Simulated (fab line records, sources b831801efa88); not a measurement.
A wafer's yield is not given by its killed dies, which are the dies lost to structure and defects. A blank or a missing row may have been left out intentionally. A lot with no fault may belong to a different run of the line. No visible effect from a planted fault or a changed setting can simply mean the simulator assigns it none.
fab line records ; flow gf180mcu ; part 1 of 2: steps 1 to 27 of 40
record lots=5; wafers=15; lastDay=34
route steps=602 shown NSD@262 PSD@263 SAB@264 SALICIDE@278 CONTACT@287
lots untouched by any fault: they come from a run of this same line in which no faults occurred
startH: start of the lot's first displayed wafer, in hours after the record's first day ; waitH: how many hours have passed since the lot's step before this one ; " the same as in the row above ; L1.1+2: a row that stands for several wafers ; - no value present, or no start provided ; * or withheld: withheld ; < > ~ a bound
route shown NAME@n: a module of which the file shows steps, and the number in the route of the first ; usual: the fault-free wafers' mean and standard deviation ; same: alike in all rows ; chamber/n: place in a boat ; sites: the reading at each site ; _std_site: how widely they spread, as a standard deviation ; _edge_site: mean of outer sites minus mean of inner sites ; radiusMm: how far each site lies from the wafer's centre ; mask NAME#n: copy n ; behind: tool/chamber where the wafer was last shaped ; hold: the reason the lot was held/the length of the hold in hours/how it ended ; device: transistor that didn't switch, given as n, p or np ; end of line: the same wafers' tests at the end of the route ; a step without rows: its recipe alone ; killed: count of dies lost to structure and defects at first sort (not the wafer's yield) ; map: per-die view of a wafer (x killed, . not killed, _ where there is no die)
set.NAME: the setting that was run; set.NAME@STEP: the one run at that earlier step ; model.NAME: the simulator's own value behind a step, which no gauge read
a table for each step, a row for each wafer; lots at some steps of the route
services: from which hour (startH, from the record's first day; less than 0 if before it) a tool's chamber was out of use, for how many hours, and why
## steps
# step GF_PSD_RS_MEAS_14
# recipe thkMeasGauge=four-point-probe
# usual NSD_RS=46.19/0.095
lot.wafer;tool;chamber;startH;waitH;NSD_RS[ohm/sq]
L074.2;filmMetro-04;-;318.95;0.1;46.08
L074.5;filmMetro-04;-;318.95;0.1;45.99
L074.6;filmMetro-04;-;318.95;0.1;46.09
L080.2;filmMetro-01;-;369.15;0.1;46.24
L080.4;filmMetro-01;-;369.15;0.1;46.21
L080.5;filmMetro-01;-;369.15;0.1;46.22
L090.2;filmMetro-04;-;451.28;0.1;46.27
L090.3;filmMetro-04;-;451.28;0.1;46.19
L090.4;filmMetro-04;-;451.28;0.1;46.19
L096.3;filmMetro-04;-;503.94;0.1;46.20
L096.4;filmMetro-04;-;503.94;0.1;46.20
L096.5;filmMetro-04;-;503.94;0.1;46.21
L097.1;filmMetro-01;-;515.14;0.1;46.35
L097.3;filmMetro-01;-;515.14;0.1;46.20
L097.6;filmMetro-01;-;515.14;0.1;46.33
# step GF_PSD_RS_MEAS_15
# recipe thkMeasGauge=four-point-probe
# usual PSD_RS=108.7/0.32
lot.wafer;tool;chamber;startH;waitH;PSD_RS[ohm/sq]
L074.2;filmMetro-04;-;319.07;0.1;108.5
L074.5;filmMetro-04;-;319.07;0.1;107.9
L074.6;filmMetro-04;-;319.07;0.1;108.3
L080.2;filmMetro-01;-;369.27;0.1;108.8
L080.4;filmMetro-01;-;369.27;0.1;109.0
L080.5;filmMetro-01;-;369.27;0.1;109.5
L090.2;filmMetro-04;-;451.40;0.1;108.9
L090.3;filmMetro-04;-;451.40;0.1;108.8
L090.4;filmMetro-04;-;451.40;0.1;108.8
L096.3;filmMetro-04;-;504.06;0.1;108.8
L096.4;filmMetro-04;-;504.06;0.1;108.6
L096.5;filmMetro-04;-;504.06;0.1;108.7
L097.1;filmMetro-01;-;515.26;0.1;109.1
L097.3;filmMetro-01;-;515.26;0.1;109.1
L097.6;filmMetro-01;-;515.26;0.1;109.1
# step GF_SAB_CVD_00
# recipe material=SiO2; targetThkNm=50; precursor=TEOS; tempC=400; timeS=4.9302; rfW=600
# usual heaterPowerW=619/75
lot.wafer;tool;chamber;startH;waitH;heaterPowerW;sinceWetCleanH
L074.2;pecvd-03;2;319.17;0.1;569;353
L074.5;pecvd-03;0;319.17;0.1;630;-
L074.6;pecvd-03;2;319.17;0.1;559;-
L080.2;pecvd-03;0;369.37;0.1;663;403
L080.4;pecvd-03;2;369.37;0.1;642;-
L080.5;pecvd-03;1;369.37;0.1;464;-
L090.2;pecvd-02;2;451.50;0.1;593;277
L090.3;pecvd-02;1;451.50;0.1;663;277
L090.4;pecvd-02;0;451.50;0.1;586;-
L096.3;pecvd-01;0;504.14;0.1;766;121
L096.4;pecvd-01;2;504.14;0.1;640;-
L096.5;pecvd-01;1;504.14;0.1;671;-
L097.1;pecvd-02;2;515.38;0.1;695;341
L097.3;pecvd-02;0;515.38;0.1;637;341
L097.6;pecvd-02;0;515.38;0.1;626;-
# step GF_SAB_THK_MEAS_01
# recipe reads=SiO2_of_SAB_CVD_00
# usual SAB_CVD_00_THK=49.9/0.61
lot.wafer;tool;chamber;startH;waitH;SAB_CVD_00_THK[nm]
L074.2;filmMetro-02;-;319.26;0.1;50.4
L074.5;filmMetro-02;-;319.26;0.1;51.2
L074.6;filmMetro-02;-;319.26;0.1;50.5
L080.2;filmMetro-02;-;369.40;0.0;49.8
L080.4;filmMetro-02;-;369.40;0.0;50.5
L080.5;filmMetro-02;-;369.40;0.0;50.3
L090.2;filmMetro-02;-;451.53;0.0;49.2
L090.3;filmMetro-02;-;451.53;0.0;50.0
L090.4;filmMetro-02;-;451.53;0.0;50.1
L096.3;filmMetro-01;-;504.18;0.0;49.3
L096.4;filmMetro-01;-;504.18;0.0;50.8
L096.5;filmMetro-01;-;504.18;0.0;50.2
L097.1;filmMetro-01;-;515.40;0.0;49.0
L097.3;filmMetro-01;-;515.40;0.0;49.2
L097.6;filmMetro-01;-;515.40;0.0;50.1
# step GF_SAB_DEHYDRATE_02
# recipe tempC=200; timeS=61.8
# usual heaterPowerTotalW=160.13/0.11; plateSensorTCentreC=201.07/0.01; plateSensorTEdgeC=201.56/0.0099
lot.wafer;tool;chamber;startH;waitH;heaterPowerTotalW;plateSensorTCentreC;plateSensorTEdgeC
L074.2;lithoTrack-02;0;329.29;10.0;160.12;201.1;201.55
L074.5;lithoTrack-02;0;329.29;10.0;160.12;201.05;201.56
L074.6;lithoTrack-02;0;329.29;10.0;160.07;201.06;201.58
L080.2;lithoTrack-01;0;379.53;10.1;160.12;201.07;201.54
L080.4;lithoTrack-01;0;379.53;10.1;160.08;201.08;201.57
L080.5;lithoTrack-01;0;379.53;10.1;160.27;201.06;201.55
L090.2;lithoTrack-03;0;462.65;11.1;160.37;201.07;201.53
L090.3;lithoTrack-03;0;462.65;11.1;160.14;201.08;201.56
L090.4;lithoTrack-03;0;462.65;11.1;159.96;201.08;201.56
L096.3;lithoTrack-01;0;515.35;11.2;160.07;201.08;201.54
L096.4;lithoTrack-01;0;515.35;11.2;160.09;201.07;201.56
L096.5;lithoTrack-01;0;515.35;11.2;160.21;201.07;201.57
L097.1;lithoTrack-01;0;526.30;10.9;160.12;201.06;201.54
L097.3;lithoTrack-01;0;526.30;10.9;160.14;201.07;201.55
L097.6;lithoTrack-01;0;526.30;10.9;160.08;201.08;201.57
# step GF_SAB_HMDS_03
# recipe primeTimeS=60; primeTempC=120
# same primeTimeS=60
lot.wafer;tool;chamber;startH;waitH
L074.2+5+6;lithoTrack-02;0;329.44;0.1
L080.2+4+5;lithoTrack-01;0;379.68;0.1
L090.2+3+4;lithoTrack-03;0;462.80;0.1
L096.3+4+5;lithoTrack-01;0;515.50;0.1
L097.1+3+6;lithoTrack-01;0;526.45;0.1
# step GF_SAB_COAT_04
# recipe resist=NOVOLAK; spinRpm=3000; resistThkNm=1000
lot.wafer;tool;chamber;startH;waitH
L074.2+5+6;lithoTrack-02;0;329.59;0.1
L080.2+4+5;lithoTrack-01;0;379.83;0.1
L090.2+3+4;lithoTrack-03;0;462.95;0.1
L096.3+4+5;lithoTrack-01;0;515.65;0.1
L097.1+3+6;lithoTrack-01;0;526.60;0.1
# step GF_SAB_SOFTBAKE_05
# recipe tempC=90; timeS=60; resist=NOVOLAK
# usual heaterPowerTotalW=56.60/0.045
lot.wafer;tool;chamber;startH;waitH;heaterPowerTotalW
L074.2;lithoTrack-02;0;329.74;0.1;56.55
L074.5;lithoTrack-02;0;329.74;0.1;56.57
L074.6;lithoTrack-02;0;329.74;0.1;56.57
L080.2;lithoTrack-01;0;379.98;0.1;56.52
L080.4;lithoTrack-01;0;379.98;0.1;56.64
L080.5;lithoTrack-01;0;379.98;0.1;56.50
L090.2;lithoTrack-03;0;463.10;0.1;56.57
L090.3;lithoTrack-03;0;463.10;0.1;56.57
L090.4;lithoTrack-03;0;463.10;0.1;56.56
L096.3;lithoTrack-01;0;515.80;0.1;56.57
L096.4;lithoTrack-01;0;515.80;0.1;56.64
L096.5;lithoTrack-01;0;515.80;0.1;56.59
L097.1;lithoTrack-01;0;526.75;0.1;56.61
L097.3;lithoTrack-01;0;526.75;0.1;56.59
L097.6;lithoTrack-01;0;526.75;0.1;56.61
# step GF_SAB_EXPOSE_06
# recipe maskId=SAB; targetCdNm=420; na=0.6; sourceShape=conventional; sigmaOuter=0.6; doseMj=140
lot.wafer;tool;chamber;startH;waitH;mask
L074.2+5+6;ilineStepper-02;0;-;-;SAB#0
L080.2+4+5;ilineStepper-01;0;-;-;SAB#0
L090.2+3+4;ilineStepper-01;0;-;-;SAB#0
L096.3+4+5;ilineStepper-01;0;-;-;SAB#0
L097.1+3+6;ilineStepper-01;0;-;-;SAB#0
# step GF_SAB_PEB_07
# recipe tempC=withheld; timeS=*; resist=NOVOLAK
lot.wafer;tool;chamber;startH;waitH
L074.2+5+6;lithoTrack-03;0;-;-
L080.2+4+5;lithoTrack-01;0;-;-
L090.2+3+4;lithoTrack-02;0;-;-
L096.3+4+5;lithoTrack-01;0;-;-
L097.1+3+6;lithoTrack-01;0;-;-
# step GF_SAB_DEVELOP_08
# recipe developTimeS=60; devTempC=23
lot.wafer;tool;chamber;startH;waitH
L074.2+5+6;lithoTrack-03;0;340.40;0.1
L080.2+4+5;lithoTrack-01;0;390.58;0.1
L090.2+3+4;lithoTrack-02;0;474.79;0.1
L096.3+4+5;lithoTrack-01;0;527.10;0.1
L097.1+3+6;lithoTrack-01;0;537.95;0.1
# step GF_SAB_CD_MEAS_09
# recipe targetCdNm=420
# usual cdNm=418.8/2.9
lot.wafer;tool;chamber;startH;waitH;cdNm
L074.2;cdSem-01;-;340.55;0.1;422.4
L074.5;cdSem-01;-;340.55;0.1;421.0
L074.6;cdSem-01;-;340.55;0.1;420.8
L080.2;cdSem-01;-;390.72;0.1;415.8
L080.4;cdSem-01;-;390.72;0.1;414.2
L080.5;cdSem-01;-;390.72;0.1;414.3
L090.2;cdSem-01;-;474.94;0.1;422.7
L090.3;cdSem-01;-;474.94;0.1;421.9
L090.4;cdSem-01;-;474.94;0.1;421.7
L096.3;cdSem-01;-;527.24;0.1;416.6
L096.4;cdSem-01;-;527.24;0.1;415.7
L096.5;cdSem-01;-;527.24;0.1;415.3
L097.1;cdSem-01;-;538.10;0.1;414.8
L097.3;cdSem-01;-;538.10;0.1;415.3
L097.6;cdSem-01;-;538.10;0.1;416.3
# step GF_SAB_OVL_MEAS_10
# usual SAB_OVL=0.2/1.5
lot.wafer;tool;chamber;startH;waitH;SAB_OVL[nm]
L074.2;overlay-01;-;340.65;0.1;-0.4
L074.5;overlay-01;-;340.65;0.1;0.2
L074.6;overlay-01;-;340.65;0.1;2.5
L080.2;overlay-01;-;390.83;0.1;-0.4
L080.4;overlay-01;-;390.83;0.1;0.5
L080.5;overlay-01;-;390.83;0.1;-1.2
L090.2;overlay-02;-;475.04;0.1;2.0
L090.3;overlay-02;-;475.04;0.1;1.1
L090.4;overlay-02;-;475.04;0.1;1.6
L096.3;overlay-02;-;527.33;0.1;-0.5
L096.4;overlay-02;-;527.33;0.1;-0.6
L096.5;overlay-02;-;527.33;0.1;-1.9
L097.1;overlay-01;-;538.22;0.1;2.8
L097.3;overlay-01;-;538.22;0.1;1.9
L097.6;overlay-01;-;538.22;0.1;2.1
# step GF_SAB_ETCH_11
# recipe chemistry=C4F8/O2/Ar; maskMaterial=NOVOLAK; target=SiO2; targetDepthNm=55; sourceW=1500; biasW=1200; pressureMtorr=40; c4f8FlowSccm=withheld; O2_flow_sccm=6; Ar_flow_sccm=300; timeS=8.5
# usual biasW=1200/3.4; oesProductAu=1.000/0.012
lot.wafer;tool;chamber;startH;waitH;biasW;oesProductAu;rfHoursCounterH
L074.2;rieDiel-04;2;340.68;0.0;1200;1.030;23
L074.5;rieDiel-04;2;340.68;0.0;1199;1.013;-
L074.6;rieDiel-04;1;340.68;0.0;1194;1.001;-
L080.2;rieDiel-03;0;390.86;0.0;1203;0.989;60
L080.4;rieDiel-03;1;390.86;0.0;1201;0.992;2
L080.5;rieDiel-03;0;390.86;0.0;1199;0.982;-
L090.2;rieDiel-03;2;475.07;0.0;1205;1.003;36
L090.3;rieDiel-03;0;475.07;0.0;1198;0.999;62
L090.4;rieDiel-03;1;475.07;0.0;1204;0.996;4
L096.3;rieDiel-04;1;527.36;0.0;1199;1.006;59
L096.4;rieDiel-04;2;527.36;0.0;1199;1.023;28
L096.5;rieDiel-04;2;527.36;0.0;1198;1.021;-
L097.1;rieDiel-01;0;538.26;0.0;1197;0.995;18
L097.3;rieDiel-01;1;538.26;0.0;1201;0.986;64
L097.6;rieDiel-01;0;538.26;0.0;1198;0.991;-
# step GF_SAB_WET_ETCH_12
# recipe chemistry=dHF; targetDepthNm=22; dry=n2Spin; target=SiO2; tempC=25; dilution=100:1; timeS=440
# usual bathHeatDutyPct=6.3/0.71
lot.wafer;tool;chamber;startH;waitH;bathHeatDutyPct
L074.2;wetBench-01;1;340.70;0.0;6.0
L074.5;wetBench-01;1;340.70;0.0;7.1
L074.6;wetBench-01;1;340.70;0.0;7.0
L080.2;wetBench-01;3;390.88;0.0;7.1
L080.4;wetBench-01;3;390.88;0.0;7.1
L080.5;wetBench-01;3;390.88;0.0;5.8
L090.2;wetBench-04;0;475.09;0.0;6.8
L090.3;wetBench-04;0;475.09;0.0;6.2
L090.4;wetBench-04;0;475.09;0.0;5.9
L096.3;wetBench-01;1;527.38;0.0;7.5
L096.4;wetBench-01;1;527.38;0.0;5.8
L096.5;wetBench-01;1;527.38;0.0;7.8
L097.1;wetBench-02;1;538.28;0.0;7.4
L097.3;wetBench-02;1;538.28;0.0;7.6
L097.6;wetBench-02;1;538.28;0.0;6.4
# step GF_SAB_STRIP_13
# recipe chemistry=O2/N2; powerW=1400; pressureMtorr=1500; platenTempC=250; o2FlowSccm=3000; n2FlowSccm=300; overashFraction=0.5
# usual drypumpMotorCurrentA=5.4/0.52; heaterPowerW=312/28; oesProductAu=0.710/0.0042; stripTimeToEndpointS=12.605/0.029
# same overashFraction=0.5
lot.wafer;tool;chamber;startH;waitH;drypumpMotorCurrentA;heaterPowerW;oesProductAu;rfHoursCounterH;stripTimeToEndpointS
L074.2;plasmaAsher-02;0;340.84;0.0;5.7;265;0.710;23;12.643
L074.5;plasmaAsher-02;1;340.84;0.0;5.4;308;0.715;-;12.618
L074.6;plasmaAsher-02;0;340.84;0.0;5.7;269;0.706;-;12.645
L080.2;plasmaAsher-04;1;391.01;0.0;5.1;309;0.704;69;12.578
L080.4;plasmaAsher-04;0;391.01;0.0;4.9;341;0.711;-;12.608
L080.5;plasmaAsher-04;1;391.01;0.0;5.1;311;0.706;-;12.593
L090.2;plasmaAsher-02;0;475.24;0.0;5.7;275;0.712;38;12.593
L090.3;plasmaAsher-02;1;475.24;0.0;5.3;312;0.709;-;12.596
L090.4;plasmaAsher-02;0;475.24;0.0;5.6;268;0.708;-;12.612
L096.3;plasmaAsher-02;1;527.55;0.0;5.3;303;0.705;-;12.605
L096.4;plasmaAsher-02;0;527.55;0.0;5.6;268;0.713;-;12.559
L096.5;plasmaAsher-02;1;527.55;0.0;5.3;310;0.708;-;12.604
L097.1;plasmaAsher-04;0;538.42;0.0;5.0;362;0.711;11;12.589
L097.3;plasmaAsher-04;1;538.42;0.0;5.1;291;0.709;-;12.578
L097.6;plasmaAsher-04;0;538.42;0.0;5.0;360;0.712;-;12.566
# step GF_SALICIDE_CLEAN_00
# recipe chemistry=SC1/SC2; mix=1:4:20; tempC=70; timeS=150
# usual bathHeatDutyPct=13.2/1.5
lot.wafer;tool;chamber;startH;waitH;bathHeatDutyPct
L074.2;wetBench-01;3;340.94;0.1;13.8
L074.5;wetBench-01;3;340.94;0.1;13.9
L074.6;wetBench-01;3;340.94;0.1;12.6
L080.2;wetBench-03;1;391.11;0.1;13.2
L080.4;wetBench-03;1;391.11;0.1;13.1
L080.5;wetBench-03;1;391.11;0.1;13.9
L090.2;wetBench-01;3;475.34;0.1;12.7
L090.3;wetBench-01;3;475.34;0.1;13.4
L090.4;wetBench-01;3;475.34;0.1;12.3
L096.3;wetBench-04;1;527.62;0.0;14.7
L096.4;wetBench-04;1;527.62;0.0;13.9
L096.5;wetBench-04;1;527.62;0.0;12.3
L097.1;wetBench-01;3;538.52;0.1;13.1
L097.3;wetBench-01;3;538.52;0.1;14.6
L097.6;wetBench-01;3;538.52;0.1;14.4
# step GF_SALICIDE_WET_ETCH_01
# recipe chemistry=dHF; targetDepthNm=5; dry=ipaMarangoni; target=SiO2; tempC=25; dilution=100:1; timeS=100
# usual bathHeatDutyPct=6.2/0.79
lot.wafer;tool;chamber;startH;waitH;bathHeatDutyPct
L074.2;wetBench-03;3;340.99;0.0;5.2
L074.5;wetBench-03;3;340.99;0.0;5.4
L074.6;wetBench-03;3;340.99;0.0;5.6
L080.2;wetBench-04;1;391.16;0.0;6.4
L080.4;wetBench-04;1;391.16;0.0;5.4
L080.5;wetBench-04;1;391.16;0.0;7.1
L090.2;wetBench-01;3;475.40;0.0;6.4
L090.3;wetBench-01;3;475.40;0.0;6.5
L090.4;wetBench-01;3;475.40;0.0;6.6
L096.3;wetBench-03;0;527.67;0.0;7.0
L096.4;wetBench-03;0;527.67;0.0;8.5
L096.5;wetBench-03;0;527.67;0.0;8.0
L097.1;wetBench-03;0;538.62;0.0;8.0
L097.3;wetBench-03;0;538.62;0.0;8.3
L097.6;wetBench-03;0;538.62;0.0;6.0
# step GF_SALICIDE_SPUTTER_02
# recipe material=Co; targetThkNm=10; powerW=1000; timeS=20; chamberPressurePa=0.4
# usual throttleValvePct=30.1/0.94
lot.wafer;tool;chamber;startH;waitH;throttleValvePct
L074.2;pvdSputter-01;-;341.02;0.0;29.6
L074.5;pvdSputter-01;-;341.02;0.0;29.5
L074.6;pvdSputter-01;-;341.02;0.0;30.0
L080.2;pvdSputter-04;-;391.20;0.0;29.1
L080.4;pvdSputter-04;-;391.20;0.0;30.0
L080.5;pvdSputter-04;-;391.20;0.0;29.6
L090.2;pvdSputter-04;-;475.44;0.0;29.5
L090.3;pvdSputter-04;-;475.44;0.0;30.2
L090.4;pvdSputter-04;-;475.44;0.0;29.3
L096.3;pvdSputter-01;-;527.71;0.0;32.0
L096.4;pvdSputter-01;-;527.71;0.0;29.8
L096.5;pvdSputter-01;-;527.71;0.0;32.2
L097.1;pvdSputter-01;-;538.66;0.0;30.1
L097.3;pvdSputter-01;-;538.66;0.0;29.7
L097.6;pvdSputter-01;-;538.66;0.0;29.8
# step GF_SALICIDE_SPUTTER_03
# recipe material=TiN; targetThkNm=20; powerW=6500; timeS=16.7; chamberPressurePa=0.4
# usual throttleValvePct=30.1/0.92
lot.wafer;tool;chamber;startH;waitH;throttleValvePct
L074.2;pvdSputter-01;-;341.05;0.0;29.8
L074.5;pvdSputter-01;-;341.05;0.0;30.1
L074.6;pvdSputter-01;-;341.05;0.0;29.7
L080.2;pvdSputter-04;-;391.23;0.0;29.3
L080.4;pvdSputter-04;-;391.23;0.0;30.2
L080.5;pvdSputter-04;-;391.23;0.0;29.6
L090.2;pvdSputter-04;-;475.47;0.0;29.6
L090.3;pvdSputter-04;-;475.47;0.0;29.9
L090.4;pvdSputter-04;-;475.47;0.0;29.3
L096.3;pvdSputter-01;-;527.73;0.0;31.8
L096.4;pvdSputter-01;-;527.73;0.0;29.8
L096.5;pvdSputter-01;-;527.73;0.0;32.1
L097.1;pvdSputter-01;-;538.69;0.0;29.7
L097.3;pvdSputter-01;-;538.69;0.0;30.0
L097.6;pvdSputter-01;-;538.69;0.0;29.8
# step GF_SALICIDE_RS_MEAS_04
# recipe thkMeasGauge=four-point-probe; reads=TiN_of_SALICIDE_SPUTTER_03+Co_of_SALICIDE_SPUTTER_02
# usual SALICIDE_TIN_RS=16.5/0.38
lot.wafer;tool;chamber;startH;waitH;SALICIDE_TIN_RS[ohm/sq]
L074.2;filmMetro-01;-;341.10;0.0;16.3
L074.5;filmMetro-01;-;341.10;0.0;16.2
L074.6;filmMetro-01;-;341.10;0.0;16.9
L080.2;filmMetro-02;-;391.27;0.0;15.7
L080.4;filmMetro-02;-;391.27;0.0;16.1
L080.5;filmMetro-02;-;391.27;0.0;15.9
L090.2;filmMetro-02;-;475.51;0.0;16.1
L090.3;filmMetro-02;-;475.51;0.0;15.9
L090.4;filmMetro-02;-;475.51;0.0;16.0
L096.3;filmMetro-04;-;527.80;0.1;17.2
L096.4;filmMetro-04;-;527.80;0.1;17.0
L096.5;filmMetro-04;-;527.80;0.1;17.2
L097.1;filmMetro-04;-;538.71;0.0;16.7
L097.3;filmMetro-04;-;538.71;0.0;16.6
L097.6;filmMetro-04;-;538.71;0.0;16.4
# step GF_SALICIDE_THK_MEAS_05
# recipe thkMeasGauge=xrf; reads=TiN_of_SALICIDE_SPUTTER_03
# usual SALICIDE_TIN_THK=20.26/0.27
lot.wafer;tool;chamber;startH;waitH;SALICIDE_TIN_THK[nm]
L074.2;filmMetro-01;-;341.21;0.1;20.13
L074.5;filmMetro-01;-;341.21;0.1;20.05
L074.6;filmMetro-01;-;341.21;0.1;19.96
L080.2;filmMetro-02;-;391.38;0.1;20.04
L080.4;filmMetro-02;-;391.38;0.1;20.17
L080.5;filmMetro-02;-;391.38;0.1;20.38
L090.2;filmMetro-02;-;475.62;0.1;20.17
L090.3;filmMetro-02;-;475.62;0.1;20.67
L090.4;filmMetro-02;-;475.62;0.1;19.87
L096.3;filmMetro-04;-;527.90;0.1;20.08
L096.4;filmMetro-04;-;527.90;0.1;20.26
L096.5;filmMetro-04;-;527.90;0.1;19.77
L097.1;filmMetro-04;-;538.83;0.1;20.57
L097.3;filmMetro-04;-;538.83;0.1;20.20
L097.6;filmMetro-04;-;538.83;0.1;20.58
# step GF_SALICIDE_RTA_06
# recipe tempC=530; timeS=30; ambient=N2
# usual lampPowerPct=6.32/0.042; wafer_temp_C_max=532.0/0.44
lot.wafer;tool;chamber;startH;waitH;lampPowerPct;wafer_temp_C_max
L074.2;rtpAnneal-01;0;341.28;0.1;6.35;532.2
L074.5;rtpAnneal-01;0;341.28;0.1;6.35;532.3
L074.6;rtpAnneal-01;0;341.28;0.1;6.35;532.6
L080.2;rtpAnneal-02;0;391.45;0.1;6.26;532.6
L080.4;rtpAnneal-02;0;391.45;0.1;6.26;531.9
L080.5;rtpAnneal-02;0;391.45;0.1;6.27;532.0
L090.2;rtpAnneal-02;0;475.69;0.1;6.27;531.9
L090.3;rtpAnneal-02;0;475.69;0.1;6.27;532.3
L090.4;rtpAnneal-02;0;475.69;0.1;6.27;532.2
L096.3;rtpAnneal-01;0;527.97;0.1;6.35;532.2
L096.4;rtpAnneal-01;0;527.97;0.1;6.34;532.6
L096.5;rtpAnneal-01;0;527.97;0.1;6.35;532.1
L097.1;rtpAnneal-01;0;538.89;0.1;6.35;531.3
L097.3;rtpAnneal-01;0;538.89;0.1;6.35;532.4
L097.6;rtpAnneal-01;0;538.89;0.1;6.35;532.5
# step GF_SALICIDE_WET_ETCH_07
# recipe chemistry=SPM; targetDepthNm=120; dry=n2Spin
lot.wafer;tool;chamber;startH;waitH
L074.2+5+6;wetBench-04;2;341.36;0.1
L080.2+4+5;wetBench-01;3;391.53;0.1
L090.2+3+4;wetBench-01;3;475.77;0.1
L096.3+4+5;wetBench-01;3;528.04;0.1
L097.1+3+6;wetBench-01;0;538.99;0.1
# step GF_SALICIDE_RTA_08
# recipe tempC=800; timeS=30; ambient=N2
# usual lampPowerPct=17.48/0.12; wafer_temp_C_max=803.0/0.7
lot.wafer;tool;chamber;startH;waitH;lampPowerPct;wafer_temp_C_max
L074.2;rtpAnneal-02;0;341.47;0.0;17.40;803.6
L074.5;rtpAnneal-02;0;341.47;0.0;17.38;803.7
L074.6;rtpAnneal-02;0;341.47;0.0;17.41;802.9
L080.2;rtpAnneal-01;0;391.64;0.0;17.64;803.1
L080.4;rtpAnneal-01;0;391.64;0.0;17.63;802.4
L080.5;rtpAnneal-01;0;391.64;0.0;17.62;802.6
L090.2;rtpAnneal-01;0;475.90;0.0;17.64;802.1
L090.3;rtpAnneal-01;0;475.90;0.0;17.62;802.1
L090.4;rtpAnneal-01;0;475.90;0.0;17.62;802.5
L096.3;rtpAnneal-02;0;528.17;0.0;17.36;802.7
L096.4;rtpAnneal-02;0;528.17;0.0;17.36;803.5
L096.5;rtpAnneal-02;0;528.17;0.0;17.40;802.4
L097.1;rtpAnneal-02;0;539.18;0.0;17.40;803.3
L097.3;rtpAnneal-02;0;539.18;0.0;17.37;804.8
L097.6;rtpAnneal-02;0;539.18;0.0;17.41;802.1
# step GF_CONTACT_CVD_00
# recipe material=SiO2; targetThkNm=300; sigmaOpenFrac=0.3; tempC=400; timeS=50; sih4FlowSccm=60; pressureMtorr=6
lot.wafer;tool;chamber;startH;waitH
L074.2+5+6;hdpcvd-01;0,0,2;341.55;0.1
L080.2+4+5;hdpcvd-02;0,0,2;391.72;0.1
L090.2+3+4;hdpcvd-02;2,1,1;475.98;0.1
L096.3+4+5;hdpcvd-02;2,1,0;528.24;0.1
L097.1+3+6;hdpcvd-01;2,0,2;539.28;0.1
# step GF_CONTACT_THK_MEAS_01
# recipe reads=SiO2_of_CONTACT_CVD_00
# usual CONTACT_CVD_00_THK=300.7/2.8
lot.wafer;tool;chamber;startH;waitH;CONTACT_CVD_00_THK[nm]
L074.2;filmMetro-04;-;341.60;0.0;296.5
L074.5;filmMetro-04;-;341.60;0.0;298.8
L074.6;filmMetro-04;-;341.60;0.0;297.3
L080.2;filmMetro-04;-;391.78;0.0;301.0
L080.4;filmMetro-04;-;391.78;0.0;300.9
L080.5;filmMetro-04;-;391.78;0.0;304.2
L090.2;filmMetro-02;-;476.04;0.0;300.0
L090.3;filmMetro-02;-;476.04;0.0;294.8
L090.4;filmMetro-02;-;476.04;0.0;297.8
L096.3;filmMetro-02;-;528.30;0.0;305.2
L096.4;filmMetro-02;-;528.30;0.0;306.7
L096.5;filmMetro-02;-;528.30;0.0;308.5
L097.1;filmMetro-04;-;539.32;0.0;297.2
L097.3;filmMetro-04;-;539.32;0.0;298.8
L097.6;filmMetro-04;-;539.32;0.0;301.3
